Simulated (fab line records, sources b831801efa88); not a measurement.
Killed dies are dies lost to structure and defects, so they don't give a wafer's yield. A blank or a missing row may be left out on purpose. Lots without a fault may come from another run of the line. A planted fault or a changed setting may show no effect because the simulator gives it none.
Which tool did it? | flow gf180mcu | 6 lots, 18 wafers sampled, at 3 steps of a route of 602

WHAT THE GAUGES READ, wafer by wafer
GF_HV_LDD_RS_MEAS_53: measures by four-point-probe.
lot  | measured     | on            | HV_LDD_RS (ohm/sq)
L161 | day 13 03:19 | film_metro-01 | 419.5 419.3 420.5
L164 | day 14 01:54 | film_metro-01 | 418.8 418.3 418.5
L167 | day 15 07:05 | film_metro-04 | 417.9 418.6 417.3
L169 | day 15 20:22 | film_metro-01 | 417.7 418.3 418.5
L171 | day 16 07:52 | film_metro-04 | 418.0 418.2 419.0
L178 | day 19 00:10 | film_metro-03 | 415.0 416.2 415.6

WHICH TOOL RAN EACH LOT (tool, then ch and the chambers of the sampled wafers, then the start)
lot  | GF_STI_STRIP_15                     | GF_HV_LDD_IMPLANT_35
L161 | plasma_asher-03 ch 0,1, day 2 12:44 | implanter-03 ch 0, day 12 06:41
L164 | plasma_asher-02 ch 0,1, day 3 03:19 | implanter-03 ch 0, day 13 04:32
L167 | plasma_asher-02 ch 0,1, day 3 19:04 | implanter-01 ch 0, day 14 08:52
L169 | plasma_asher-02 ch 0,1, day 4 04:07 | implanter-01 ch 0, day 14 22:02
L171 | plasma_asher-01 ch 0,1, day 4 15:54 | implanter-03 ch 0, day 15 09:17
L178 | plasma_asher-01 ch 0,1, day 6 04:29 | implanter-03 ch 0, day 17 23:28
- GF_STI_STRIP_15: strips in O2/N2.
- GF_HV_LDD_IMPLANT_35

THE ANSWER, worked out from the rows above alone
Rule: what is usual is taken from the lots themselves. Put in order of their means at a reading, lots are off if they are a third of the lots or fewer, leave a main group of 4 or more, and stand apart from it by a gap of 3 or more times the standard deviation of the main group's means; of several such gaps the widest counts. A main group whose means are all the same, to the digits that the tables above print for the reading, isn't used. A lot without any number at a reading at which 4 lots or more have one is off too. The other lots that the step has rows for count as sound.
Off: L178, at GF_HV_LDD_RS_MEAS_53 (HV_LDD_RS). The main group: mean 418.6 ohm/sq, standard deviation 0.64.
A tool fits if, at a process step before that reading, it ran every lot that is off, and no sound lot after the first of them. The gauges at GF_HV_LDD_RS_MEAS_53 are tried like those tools. Can't be told from this: 3 tools fit, plasma_asher-01 at GF_STI_STRIP_15, implanter-03 at GF_HV_LDD_IMPLANT_35, film_metro-03 at GF_HV_LDD_RS_MEAS_53.

WHAT THE SIMULATOR HAD PUT IN
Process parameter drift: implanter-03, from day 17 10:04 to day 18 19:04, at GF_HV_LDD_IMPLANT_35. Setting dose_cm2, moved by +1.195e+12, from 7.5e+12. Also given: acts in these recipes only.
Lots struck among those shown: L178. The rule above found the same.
